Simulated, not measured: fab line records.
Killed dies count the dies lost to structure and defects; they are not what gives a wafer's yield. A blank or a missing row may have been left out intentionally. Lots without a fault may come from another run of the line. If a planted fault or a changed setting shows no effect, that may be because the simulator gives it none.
A struck lot beside a sound one	flow sky130	15 steps out of a route of 708
Sound: wafers L230.1, L230.4, L230.6. Struck: wafer L224.3 (left out: L224.4, L224.5 of the same lot, which were not struck); the cause appears at the end.
At each step with rows: each side's tool, then ch and its chambers, then its first start. Under that, the readings that differ: sound wafers	struck wafers	difference of the means	sigmas: that difference in standard deviations of wafers without a fault.
alike: readings with means less than 2 such deviations apart, plus words and numbers identical on both sides. not compared: withheld readings, readings lacking a value on some wafer, bounds such as >300 that could conceal the same value, and numbers that have no deviation in the record and whose values overlap.
Wherever a step has rows on one side only, a row that says differs or no value, or a row with sigmas, the two part there. Numbers that have no deviation but don't overlap get no sigmas and don't part them. Lack of a reading on every wafer of one side parts them only where that side has two or more wafers.

first, 1 step without rows for these wafers: SKY_LDD_P_IMPLANT_09.
SKY_LDD_P_STRIP_10: strips in O2/N2.
  sound on plasma-asher-03 ch 0,1, day 26 11:58; struck on plasma-asher-02 ch 1, day 25 09:11
  alike: drypump-motor-current-A, oes-product-au, strip-time-to-endpoint-s
  not compared: rf-hours-counter-h
SKY_LDD_P_TW_MEAS_11:
  struck on film-metro-02, day 25 09:16; sound on film-metro-01, day 26 12:04
  alike: LDD_P_TW
then, 7 steps without rows for these wafers: SKY_LDD_HVN_DEHYDRATE_00 (time 60 s); SKY_LDD_HVN_HMDS_01 (prime time 60 s); SKY_LDD_HVN_COAT_02 (resist thk 300 nm); SKY_LDD_HVN_SOFTBAKE_03 (time 60 s); SKY_LDD_HVN_EXPOSE_04 (exposes mask HVNTM, target cd 700 nm); SKY_LDD_HVN_PEB_05; SKY_LDD_HVN_DEVELOP_06 (develop time 60 s).
SKY_LDD_HVN_OVL_MEAS_07:
  struck on overlay-01, day 26 14:46; sound on overlay-02, day 27 16:17
  alike: LDD_HVN_OVL
then, 1 step without rows for these wafers: SKY_LDD_HVN_IMPLANT_08.
SKY_LDD_HVN_STRIP_09: strips in O2/N2.
  sound on plasma-asher-01 ch 0,1, day 27 16:29; struck on plasma-asher-03 ch 0, day 26 14:59
reading	sound	struck	difference	sigmas
strip-time-to-endpoint-s (s)	4.145 4.143 4.128	4.386	+0.247	+18
  alike: drypump-motor-current-A, oes-product-au
  not compared: rf-hours-counter-h
SKY_LDD_HVN_TW_MEAS_10:
  struck on film-metro-02, day 26 15:04; sound on film-metro-03, day 27 16:35
  alike: LDD_HVN_TW
-- the record jumps here: 23 days lie between the struck wafers' starts before and after (it left off in module LDD_HVN and takes up again in module PAD_OPEN, whose first step shown is number 708 of the route) --
SKY_PAD_OPEN_PROBE_99:
  struck on prober-01, day 50 01:14; sound on prober-02, day 50 17:46
reading	sound	struck	difference	sigmas
killed_at_M0_to_M3	47 57 46	37	-13	-2
killed_at_M4_up	1 1 2	7	+6	+3
  alike: killed-at-contacts, killed-at-front-end, killed-at-other, killed-dies, killed-open, killed-short

== WHERE THEY PART ==
First at SKY_LDD_HVN_STRIP_09; last, within this record, at SKY_PAD_OPEN_PROBE_99.

WHY: what had been put in by the simulator
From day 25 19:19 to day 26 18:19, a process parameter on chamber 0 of plasma-asher-03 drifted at SKY_LDD_HVN_STRIP_09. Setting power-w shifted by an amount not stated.
